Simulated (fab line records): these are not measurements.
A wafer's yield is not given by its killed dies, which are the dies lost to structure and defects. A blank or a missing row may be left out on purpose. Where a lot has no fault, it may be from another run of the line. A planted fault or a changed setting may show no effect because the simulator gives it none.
Code-filled problem report in 8D (eight disciplines) form / flow sky130 / the parts of the form that need people (team, actions taken, sign-off) are left out

1. THE ISSUE
CAP2M_TIN_RS at SKY_CAP2M_RS_MEAS_03 reads a mean of 8.43 ohm/sq on 6 wafers of 2 lots; wafers without a fault read 6.87 ohm/sq with a standard deviation of 0.053. Relative to the usual mean, that is a shift of +29 standard deviations.
The step: measures by four-point-probe.
Seen first at day 44 17:18 on film metro-04, wafer L482.1. Wafers with a number at this step in the record: 30, from 10 lots. Rule for "out" (also "out of limits"): further than 4 standard deviations from the usual mean. All remaining wafers that have a number are taken as sound.

2. WHAT IT IS AND WHAT IT IS NOT
question=which readings at this step | is=CAP2M_TIN_RS | is not=-
question=which lots | is=L482, L483 | is not=L464, L466, L468, L470, L471, L476, L481, L487
question=which wafers of those lots | is=all that have a number | is not=-
question=read on which gauges | is=film metro-01, film metro-04 | is not=film metro-03
question=when | is=from day 44 17:18 | is not=up to then (21 sound wafers); but 3 sound wafers of L487 came after

3. WHAT RULES OUT EACH SUSPECT
Counting: a tool at any process step up to the reading remains a suspect when it ran all the lots that are out and ran no sound lot after the first of those.
- the gauge at SKY_CAP2M_RS_MEAS_03 has been ruled out. The wafers that are out were read on 2 gauges (film metro-01, film metro-04).
- pvd sputter-03 at SKY_CAP2M_SPUTTER_02 (material TiN, target thk 200 nm, time 166.7 s): kept. All lots that are out passed through it, beginning with L482 at day 44 17:11, and no sound lot followed; its final sound lot before that point was L481 at day 44 11:45.
Remaining after the count: pvd sputter-03 at SKY_CAP2M_SPUTTER_02.

4. THE CAUSE (what the simulator had put in)
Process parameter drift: pvd sputter-03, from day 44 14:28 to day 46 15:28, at SKY_CAP2M_SPUTTER_02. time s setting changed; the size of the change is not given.
Only this tool survived the counting.

5. SEQUENCE OF EFFECTS, ordered by route
Rows list readings where the struck wafers' mean (over those with a number) sits beyond 3 standard deviations from the usual. Scope: only readings with a usual standard deviation given in the record; hours: median across lots of the time from each lot's start at the first step in this table that gives one to its start at this step; sigmas: change in usual standard deviations.
hours=0; step=SKY_CAP2M_RS_MEAS_03; reading=CAP2M_TIN_RS; usual=6.87 ohm/sq; on struck wafers=8.43; change=+1.56; sigmas=+29
hours=0; step=SKY_CAP2M_THK_MEAS_04; reading=CAP2M_TIN_THK; usual=199.9 nm; on struck wafers=164.4; change=-35.5; sigmas=-21
hours=21; step=SKY_CAP2M_METAL_ETCH_13; reading=oes product au; usual=0.945 a.u.; on struck wafers=0.844; change=-0.101; sigmas=-17
hours=21; step=SKY_CAP2M_METAL_ETCH_13; reading=throttle valve pct; usual=21.899 %; on struck wafers=21.963; change=+0.064; sigmas=+7.1
Process steps it contains:
- SKY_CAP2M_METAL_ETCH_13: etches TiN in Cl2/BCl3, stops on SiO2, target depth 220 nm, time 62.9 s.

6. HOW IT WOULD HAVE BEEN CAUGHT EARLIER
The first out-of-limits reading at a measuring or inspecting step in this record came at day 44 17:18, 3 hours after the fault's start at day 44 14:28.
Tool readings at SKY_CAP2M_SPUTTER_02 with a usual standard deviation given in the record: none out on any struck wafer, hence no alarm at a limit of 4 standard deviations on them.
Among the 2 lots that are out, L483 began SKY_CAP2M_SPUTTER_02 on pvd sputter-03 after day 44 17:18. Holding the tool at that time would have saved it.
